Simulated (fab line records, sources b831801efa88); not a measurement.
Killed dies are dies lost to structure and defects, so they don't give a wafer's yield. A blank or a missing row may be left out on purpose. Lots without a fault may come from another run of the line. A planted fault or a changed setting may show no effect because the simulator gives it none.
Which tool did it? | flow sky130 | 10 lots, 30 wafers sampled, at 4 steps of a route of 708

WHAT THE GAUGES READ, wafer by wafer
SKY_METAL5_RS_MEAS_05: measures by four-point-probe.
lot  | measured     | on            | METAL5_ALCU_RS (ohm/sq)
L493 | day 42 21:42 | film_metro-04 | 0.0274 0.0275 0.0274
L495 | day 43 13:22 | film_metro-01 | 0.0271 0.0275 0.0275
L498 | day 45 01:14 | film_metro-01 | 0.0273 0.0275 0.0276
L500 | day 45 05:45 | film_metro-01 | 0.0274 0.0274 0.0273
L503 | day 46 00:25 | film_metro-02 | 0.0269 0.0273 0.0272
L508 | day 47 08:23 | film_metro-01 | 0.0287 0.0283 0.0287
L509 | day 47 09:59 | film_metro-04 | 0.0288 0.0286 0.0289
L512 | day 47 22:49 | film_metro-02 | 0.0273 0.0274 0.0275
L514 | day 48 16:27 | film_metro-01 | 0.0270 0.0271 0.0270
L516 | day 48 17:34 | film_metro-01 | 0.0273 0.0273 0.0272

WHICH TOOL RAN EACH LOT (tool, then ch and the chambers of the sampled wafers, then the start)
lot  | SKY_CAP2M_CVD_00                | SKY_VIA4_STRIP_13                    | SKY_METAL5_SPUTTER_02
L493 | pecvd-04 ch 0,2, day 39 20:13   | plasma_asher-04 ch 0,1, day 42 20:10 | pvd_sputter-03, day 42 21:35
L495 | pecvd-03 ch 0,1,2, day 40 11:40 | plasma_asher-04 ch 0,1, day 43 11:38 | pvd_sputter-01, day 43 13:15
L498 | pecvd-01 ch 1,2, day 42 00:53   | plasma_asher-03 ch 0,1, day 44 23:47 | pvd_sputter-03, day 45 01:05
L500 | pecvd-03 ch 0,1,2, day 42 06:37 | plasma_asher-04 ch 0,1, day 45 03:50 | pvd_sputter-03, day 45 05:37
L503 | pecvd-01 ch 0,2, day 43 02:39   | plasma_asher-01 ch 0,1, day 45 22:58 | pvd_sputter-01, day 46 00:17
L508 | pecvd-03 ch 0,1,2, day 44 12:58 | plasma_asher-01 ch 0,1, day 47 06:26 | pvd_sputter-03, day 47 08:16
L509 | pecvd-04 ch 0,1,2, day 44 15:52 | plasma_asher-03 ch 0,1, day 47 08:10 | pvd_sputter-03, day 47 09:51
L512 | pecvd-04 ch 1,2, day 45 06:16   | plasma_asher-01 ch 0,1, day 47 21:22 | pvd_sputter-04, day 47 22:41
L514 | pecvd-03 ch 0,1,2, day 45 23:58 | plasma_asher-04 ch 0,1, day 48 14:59 | pvd_sputter-01, day 48 16:20
L516 | pecvd-01 ch 0,2, day 46 02:00   | plasma_asher-03 ch 0,1, day 48 16:05 | pvd_sputter-04, day 48 17:26
- SKY_CAP2M_CVD_00: deposits SiO2, target thk 15.5 nm.
- SKY_VIA4_STRIP_13: strips in O2/N2.
- SKY_METAL5_SPUTTER_02: material AlCu, target thk 1150 nm, time 61.2 s.

THE ANSWER, worked out from the rows above alone
Rule: what is usual is taken from the lots themselves. Put in order of their means at a reading, lots are off if they are a third of the lots or fewer, leave a main group of 4 or more, and stand apart from it by a gap of 3 or more times the standard deviation of the main group's means; of several such gaps the widest counts. A main group whose means are all the same, to the digits that the tables above print for the reading, isn't used. A lot without any number at a reading at which 4 lots or more have one is off too. The other lots that the step has rows for count as sound.
Off: L508, L509, at SKY_METAL5_RS_MEAS_05 (METAL5_ALCU_RS). The main group: mean 0.0273 ohm/sq, standard deviation 0.00014.
A tool fits if, at a process step before that reading, it ran every lot that is off, and no sound lot after the first of them. The gauges at SKY_METAL5_RS_MEAS_05 are tried like those tools. One fits: pvd_sputter-03 at SKY_METAL5_SPUTTER_02. Its last sound lot is L500 (day 45 05:37), its first lot that is off L508 (day 47 08:16): a fault that began between those two fits.

WHAT THE SIMULATOR HAD PUT IN
Process parameter drift: pvd_sputter-03, from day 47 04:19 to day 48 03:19, at SKY_METAL5_SPUTTER_02. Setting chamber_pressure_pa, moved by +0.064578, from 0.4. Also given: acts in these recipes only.
Lots struck among those shown: L508, L509. The rule above found the same.
